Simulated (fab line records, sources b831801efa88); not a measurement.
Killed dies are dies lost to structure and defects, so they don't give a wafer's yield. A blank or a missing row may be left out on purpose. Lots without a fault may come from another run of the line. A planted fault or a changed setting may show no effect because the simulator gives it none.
Chamber matching | flow gf180mcu | GF_V4_CMP_04 on cmp-02: 4 sister chambers
The step polishes SiO2. 4 wafers are shown with their chamber, then 12 later ones without.

WAFERS WITH THEIR CHAMBER
wafer  | chamber | motor_current_A (A)
L088.4 | 3       | 12.6
L088.6 | 0       | 12.5
L089.2 | 1       | 12.5
L089.6 | 2       | 14.2

WAFERS WITHOUT THEIR CHAMBER
wafer  | motor_current_A (A)
L089.3 | 12.6
L089.4 | 12.4
L089.5 | 12.2
L091.1 | 12.7
L091.4 | 12.9
L091.5 | 12.4
L095.1 | 12.8
L095.2 | 14.3
L095.3 | 12.6
L097.1 | 12.4
L097.4 | 13.7
L097.6 | 11.9

WHICH CHAMBER EACH WENT THROUGH
wafer  | from the rows above          | in truth
L089.3 | can't be placed: 3 or 0 or 1 | 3
L089.4 | can't be placed: 0 or 1 or 3 | 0
L089.5 | can't be placed: 0 or 1 or 3 | 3
L091.1 | can't be placed: 3 or 0 or 1 | 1
L091.4 | can't be placed: 3 or 0 or 1 | 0
L091.5 | can't be placed: 0 or 1 or 3 | 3
L095.1 | can't be placed: 3 or 0 or 1 | 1
L095.2 | 2                            | 2
L095.3 | can't be placed: 3 or 0 or 1 | 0
L097.1 | can't be placed: 0 or 1 or 3 | 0
L097.4 | 2                            | 2
L097.6 | can't be placed: 0 or 1 or 3 | 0
Placed correctly: 2 of 12. Can't be placed from these rows: 10 (the true chamber is among the candidates in 10). Placed wrongly: 0.
How it was worked out, from the rows above alone: a wafer's distance from a chamber is the root of the sum, over the readings, of the square of ((its reading less the chamber's mean) divided by the reading's scatter). The wafer belongs to the nearest chamber; if the next one is less than 2 further off, it can't be placed. A chamber's mean is the mean of its shown wafers. The scatter: with one shown wafer a chamber, the root of the mean of the squares of how far each hidden wafer lies from its nearest shown one.
